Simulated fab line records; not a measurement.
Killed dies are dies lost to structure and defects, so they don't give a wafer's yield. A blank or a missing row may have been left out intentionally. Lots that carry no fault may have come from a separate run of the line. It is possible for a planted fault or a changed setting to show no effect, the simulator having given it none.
The tool behind it: which one? | flow sky130 | Sampling: 11 lots, 33 wafers, 2 of 708 route steps

WHAT THE GAUGES SHOWED, per wafer
SKY_VIA2_OVL_MEAS_13.
lot  | measured     | on         | VIA2_OVL (nm)
L629 | day 36 05:09 | overlay-02 | -8 -8 -9
L632 | day 37 13:42 | overlay-01 | -2 4 1
L634 | day 38 03:55 | overlay-02 | -4 5 -7
L633 | day 38 06:04 | overlay-02 | 1 3 -4
L637 | day 38 23:52 | overlay-02 | -4 -8 -5
L640 | day 39 21:30 | overlay-02 | -2 2 -5
L641 | day 40 01:32 | overlay-01 | -15 -7 -4
L645 | day 41 09:28 | overlay-01 | -5 -4 -5
L650 | day 42 18:29 | overlay-01 | -1 4 -6
L651 | day 42 21:05 | overlay-02 | -8 -5 -5
L652 | day 43 01:34 | overlay-02 | -9 -6 -1

TOOL THAT RAN EACH LOT (tool first, then ch and the chambers of the sampled wafers, then the start)
lot  | SKY_VIA2_CMP_02
L629 | cmp-01 ch 0,2,3, day 35 02:16
L632 | cmp-02 ch 0,1,3, day 36 11:52
L634 | cmp-02 ch 1,2,3, day 37 01:56
L633 | cmp-01 ch 0,2,3, day 37 03:59
L637 | cmp-02 ch 2,3, day 37 21:43
L640 | cmp-01 ch 1,2,3, day 38 19:49
L641 | cmp-02 ch 0,1,3, day 39 00:31
L645 | cmp-01 ch 0,2,3, day 40 09:06
L650 | cmp-01 ch 0,1,2, day 41 19:29
L651 | cmp-01 ch 1,2, day 41 22:21
L652 | cmp-01 ch 0,1,3, day 42 02:08
- SKY_VIA2_CMP_02: polishes SiO2.

THE ANSWER, worked out from the rows above alone
Rule: what is usual is taken from the lots themselves. Put in order of their means at a reading, lots are off if they are a third of the lots or fewer, leave a main group of 4 or more, and stand apart from it by a gap of 3 or more times the standard deviation of the main group's means; of several such gaps the widest counts. If all means in a main group match to the digits the tables above print for the reading, that group is not used. Also off: a lot with no number at a reading for which 4 or more lots have one. The other lots that the step has rows for count as sound.
Across all readings shown, no lot is off: no conclusion can be drawn from this.

WHAT WAS PUT IN BY THE SIMULATOR
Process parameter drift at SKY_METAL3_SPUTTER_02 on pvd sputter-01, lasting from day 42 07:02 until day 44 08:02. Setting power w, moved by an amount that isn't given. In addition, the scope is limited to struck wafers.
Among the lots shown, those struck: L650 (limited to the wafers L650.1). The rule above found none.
